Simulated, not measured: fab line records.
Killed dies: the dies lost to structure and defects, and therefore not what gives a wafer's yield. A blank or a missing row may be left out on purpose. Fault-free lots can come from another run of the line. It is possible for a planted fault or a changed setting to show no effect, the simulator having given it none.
Split-lot trial | flow sfq line | on a route of 325 steps: 5 lots, 23 wafers read

== ABOUT THE SPLIT ==
At SFQ_TRILAYER_L0_LITHO_COAT_005 (resist thk 600 nm), the setting spin rpm was moved away from the recipe's 3000 rpm on 8 of the 23 wafers read, by +2.4% to +4.1%. All remaining wafers had this setting at the recipe value.

== FROM THE SPLIT TO THE READING: what the file shows between them, 4 steps ==
- SFQ_TRILAYER_L0_LITHO_SOFTBAKE_009
- SFQ_TRILAYER_L0_LITHO_EXPOSE_006: exposes mask L0, target cd 2000 nm
- SFQ_TRILAYER_L0_LITHO_PEB_008: peb time 60 s
- SFQ_TRILAYER_L0_LITHO_DEVELOP_007: time 60 s

== THE READING ==
KrF_of_TRILAYER_L0_LITHO_COAT_005.thk nm (the simulator's own value, which no gauge read), in nm, at SFQ_TRILAYER_L0_BARC_OPEN_METAL_ETCH_010 (etches BARC in O2, target depth 125 nm, time 41.7 s). No usual value for it is given in the file. Here, 15 wafers ran the recipe; their average is 524.3 nm with a standard deviation of 1.7 nm.

wafer  | tool, chamber at the split | spin rpm as run, rpm | against the recipe | KrF_of_TRILAYER_L0_LITHO_COAT_005.thk nm, nm | against lot-mates on the recipe
L074.2 | litho track-04, 0          | 3000                 | recipe             | 523.2                                        | -
L074.4 | litho track-04, 0          | 3000                 | recipe             | 520.9                                        | -
L074.5 | litho track-04, 0          | 3000                 | recipe             | 522.2                                        | -
L076.2 | litho track-04, 0          | 3091                 | +3.0%              | 513.1                                        | -10.3
L076.3 | litho track-04, 0          | 3000                 | recipe             | 522.7                                        | -
L076.4 | litho track-04, 0          | 3091                 | +3.0%              | 514.4                                        | -9.0
L076.5 | litho track-04, 0          | 3000                 | recipe             | 523.6                                        | -
L076.6 | litho track-04, 0          | 3000                 | recipe             | 523.8                                        | -
L078.1 | litho track-02, 0          | 3000                 | recipe             | 524.7                                        | -
L078.2 | litho track-02, 0          | 3122                 | +4.1%              | 514.9                                        | -10.1
L078.3 | litho track-02, 0          | 3000                 | recipe             | 525.3                                        | -
L078.4 | litho track-02, 0          | 3122                 | +4.1%              | 511.4                                        | -13.6
L078.5 | litho track-02, 0          | 3122                 | +4.1%              | 513.9                                        | -11.1
L080.2 | litho track-04, 0          | 3000                 | recipe             | 524.5                                        | -
L080.6 | litho track-04, 0          | 3000                 | recipe             | 524.5                                        | -
L080.3 | litho track-04, 0          | 3000                 | recipe             | 525.5                                        | -
L080.4 | litho track-04, 0          | 3000                 | recipe             | 524.1                                        | -
L080.5 | litho track-04, 0          | 3000                 | recipe             | 524.7                                        | -
L083.1 | litho track-04, 0          | 3000                 | recipe             | 527.2                                        | -
L083.3 | litho track-04, 0          | 3072                 | +2.4%              | 519.4                                        | -8.1
L083.4 | litho track-04, 0          | 3072                 | +2.4%              | 518.7                                        | -8.8
L083.5 | litho track-04, 0          | 3072                 | +2.4%              | 515.2                                        | -12.3
L083.6 | litho track-04, 0          | 3000                 | recipe             | 527.9                                        | -

THE FIT
A straight line over all 23 wafers: KrF_of_TRILAYER_L0_LITHO_COAT_005.thk nm changes by -2.86 nm for each +1% of spin rpm; r = -0.93; the points scatter about the line by 1.8 nm.
The same after taking each lot's own level away (the mean of its wafers on the recipe; 23 wafers): -3.12 nm for each +1%; r = -0.96; scatter 1.4 nm.
On that fit, the largest move of spin rpm shifts the reading by 13 nm.
Measured against the standard deviation above, the lots' own levels, which go from 522.10 to 527.55 nm, span 3.2 times it.
So the lot-to-lot level changes the slope little: the two slopes agree.
Check: with one of the wafers moved furthest among these (+4.1%) left out of the fit, the line predicts -13.5 nm for it against its lot-mates. Against them it came out at -10.1 nm.

== FURTHER SPLITS ON THESE WAFERS ==
Note: prior to the reading, these wafers also went through further splits. Each is held against what the fit with the lots' levels taken away leaves over:
other split on the same wafers                | wafers away from the commonest value | r with KrF_of_TRILAYER_L0_LITHO_COAT_005.thk nm (lot level and that fit taken away)
SFQ_TRILAYER_INCOMING_OXIDATION_002 ox time s | 18                                   | -0.43

== THE WHOLE CHAIN: every reading that the file lists as answering this split, in the file's order ==
step                                     | what it does                                        | reading                                                                                   | change (the file's fit)              | r (the file's)
SFQ_TRILAYER_L0_LITHO_COAT_005           | resist thk 600 nm                                   | KrF_of_TRILAYER_L0_LITHO_COAT_005.thk nm (the simulator's own value, which no gauge read) | -3.08 nm for each +1% of the setting | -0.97
SFQ_TRILAYER_L0_BARC_OPEN_METAL_ETCH_010 | etches BARC in O2, target depth 125 nm, time 41.7 s | KrF_of_TRILAYER_L0_LITHO_COAT_005.thk nm (the simulator's own value, which no gauge read) | -3.17 nm for each +1% of the setting | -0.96

== FILE'S OWN FIT ==
KrF_of_TRILAYER_L0_LITHO_COAT_005.thk nm changes by -3.17 nm for each +1% of spin rpm, r = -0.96.
